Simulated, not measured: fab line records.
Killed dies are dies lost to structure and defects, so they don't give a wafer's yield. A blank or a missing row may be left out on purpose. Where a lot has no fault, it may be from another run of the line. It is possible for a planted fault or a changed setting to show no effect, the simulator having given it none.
2 desks, one fault | flow sky130 | what lay behind the numbers comes last; until then each desk has only its own

AT THE TOOL OWNER'S DESK: rtp-anneal-02
The tool's own readings at SKY_SD_N_RTA_14 (time 2 s): means of the sampled wafers that have a number, for each lot that ran on this tool. Any lot whose mean is over 4 standard deviations away from the usual mean is out of limits and marked OUT; that distance is given in the brackets.
Columns: A = chamber-o2-ppm at SKY_SD_N_RTA_14, usual 1.998; B = lamp-power-pct at SKY_SD_N_RTA_14, usual 15.73 %; C = ramp-down-c-per-s at SKY_SD_N_RTA_14, usual 90.000; D = wafer_temp_C_max at SKY_SD_N_RTA_14, usual 1078.0
lot  | first seen here | A     | B     | C                        | D
L562 | day 28 01:32    | 1.996 | 15.76 | 89.995                   | 1077.0
L563 | day 28 14:22    | 1.998 | 15.71 | 90.010                   | 1078.9
L566 | day 29 00:08    | 1.991 | 15.65 | 90.002                   | 1077.8
L568 | day 29 20:11    | 2.008 | 15.68 | 90.015                   | 1080.0
L574 | day 32 07:17    | 2.029 | 15.73 | 36.012 (-99 or more) OUT | 1077.9
L576 | day 32 12:50    | 1.992 | 15.72 | 35.989 (-99 or more) OUT | 1078.4
L584 | day 35 01:17    | 1.996 | 15.77 | 89.989                   | 1077.7
L585 | day 35 12:56    | 1.993 | 15.72 | 89.994                   | 1077.7
Finding of this desk: L574, L576 out of limits; the first was L574 at day 32 07:17, on ramp-down-c-per-s at SKY_SD_N_RTA_14. L562, L563, L566, L568, L584, L585: within limits.

METROLOGY DESK
Means of the sampled wafers that have a number, per lot and without regard to the tool the lot ran on: this is what the gauges read. Any lot whose mean is over 4 standard deviations away from the usual mean is out of limits and marked OUT; that distance is given in the brackets.
Columns: A = LDD_LDN_OVL at SKY_LDD_LDN_OVL_MEAS_07, usual 0.5 nm
lot  | first seen here | A
L562 | day 22 23:59    | -0.6
L563 | day 23 13:40    | -1.5
L566 | day 24 02:22    | 0.1
L568 | day 25 00:09    | -0.4
L569 | day 25 15:40    | -0.6
L574 | day 27 14:48    | 2.4
L576 | day 27 23:57    | 1.4
L579 | day 28 18:58    | 0.4
L581 | day 29 09:00    | 1.8
L583 | day 30 03:28    | -0.5
L584 | day 30 11:14    | -0.2
L585 | day 30 22:16    | -1.9
Result from this desk: across the 12 lots, nothing is out of limits.

PUT TOGETHER
The tool owner's desk could have raised an alarm at day 32 07:17, on L574, L576.
Metrology desk: nothing out of limits seen.
The metrology desk has L574, L576 on record, within its limits.
The lots listed all ran SKY_SD_N_RTA_14 on rtp-anneal-02.

WHAT THE SIMULATOR PUT IN
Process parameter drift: rtp-anneal-02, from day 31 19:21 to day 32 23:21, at SKY_SD_N_RTA_14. Setting ramp-down-c-per-s, moved by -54, from 90. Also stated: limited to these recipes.
Shown lots that were struck: L574, L576.
Each desk's first reading out of limits, in hours after the fault started: the tool owner's desk, 12.
